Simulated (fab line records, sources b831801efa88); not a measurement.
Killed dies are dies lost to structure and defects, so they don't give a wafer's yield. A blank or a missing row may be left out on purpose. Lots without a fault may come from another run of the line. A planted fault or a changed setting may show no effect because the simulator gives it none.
One fault seen from 2 desks | flow gf180mcu | each desk has only its own numbers; what lay behind them comes last

THE TOOL OWNER'S DESK: plasma_asher-02
The tool's own readings at GF_HV_LDD_STRIP_49 (strips in O2/N2): means of the sampled wafers that have a number, for each lot that ran on this tool. A lot is out of limits, marked OUT, if its mean lies more than 4 standard deviations from the usual mean; the brackets give that distance.
Columns: A = drypump_motor_current_A at GF_HV_LDD_STRIP_49, usual 5.3 A; B = heater_power_w at GF_HV_LDD_STRIP_49, usual 359 W; C = oes_product_au at GF_HV_LDD_STRIP_49, usual 0.716 a.u.; D = strip_time_to_endpoint_s at GF_HV_LDD_STRIP_49, usual 12.63 s
lot  | first seen here | A   | B   | C               | D
L607 | day 13 03:38    | 5.6 | 435 | 0.717           | 12.61
L611 | day 14 05:38    | 5.6 | 438 | 0.717           | 12.62
L618 | day 16 15:05    | 5.3 | 385 | 0.930 (+50) OUT | -
L625 | day 19 10:26    | 5.6 | 432 | 0.715           | 12.63
L626 | day 20 02:14    | 5.6 | 439 | 0.715           | 12.62
This desk's finding: out of limits on L618; first on L618, day 16 15:05 (oes_product_au at GF_HV_LDD_STRIP_49). In limits: L607, L611, L625, L626.

THE METROLOGY DESK
What the gauges read, lot by lot, whatever tool the lot ran on: means of the sampled wafers that have a number. A lot is out of limits, marked OUT, if its mean lies more than 4 standard deviations from the usual mean; the brackets give that distance.
Columns: A = V1_BOW at GF_V1_BOW_MEAS_05, usual 81 um; B = cd_nm at GF_V1_CD_MEAS_14, usual 260.4 nm
lot  | first seen here | A  | B
L605 | day 17 07:15    | 71 | 261.8
L606 | day 17 15:10    | 80 | 258.2
L608 | day 18 01:47    | 78 | 260.5
L607 | day 18 02:23    | 80 | 260.3
L609 | day 18 19:43    | 79 | 261.3
L610 | day 18 21:31    | 83 | 262.1
L611 | day 19 05:55    | 82 | 260.6
L615 | day 20 17:17    | 87 | 259.9
L625 | day 24 14:54    | 92 | 260.8
L627 | day 25 01:10    | 79 | 258.9
L626 | day 25 04:19    | 80 | 261.3
L628 | day 25 10:14    | 83 | 260.0
This desk's finding: nothing out of limits on any of the 12 lots.

PUT TOGETHER
The tool owner's desk could have raised an alarm at day 16 15:05, on L618.
The metrology desk saw nothing out of limits.
The metrology desk has no number on record for L618.
Of the lots named, all ran GF_HV_LDD_STRIP_49 on plasma_asher-02.

WHAT THE SIMULATOR HAD PUT IN
Strip aborted: plasma_asher-02, from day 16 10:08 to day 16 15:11, at GF_HV_LDD_STRIP_49. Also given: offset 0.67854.
Lots struck among those shown: L618.
Hours from the fault's start to each desk's first reading out of limits: the tool owner's desk, 5.
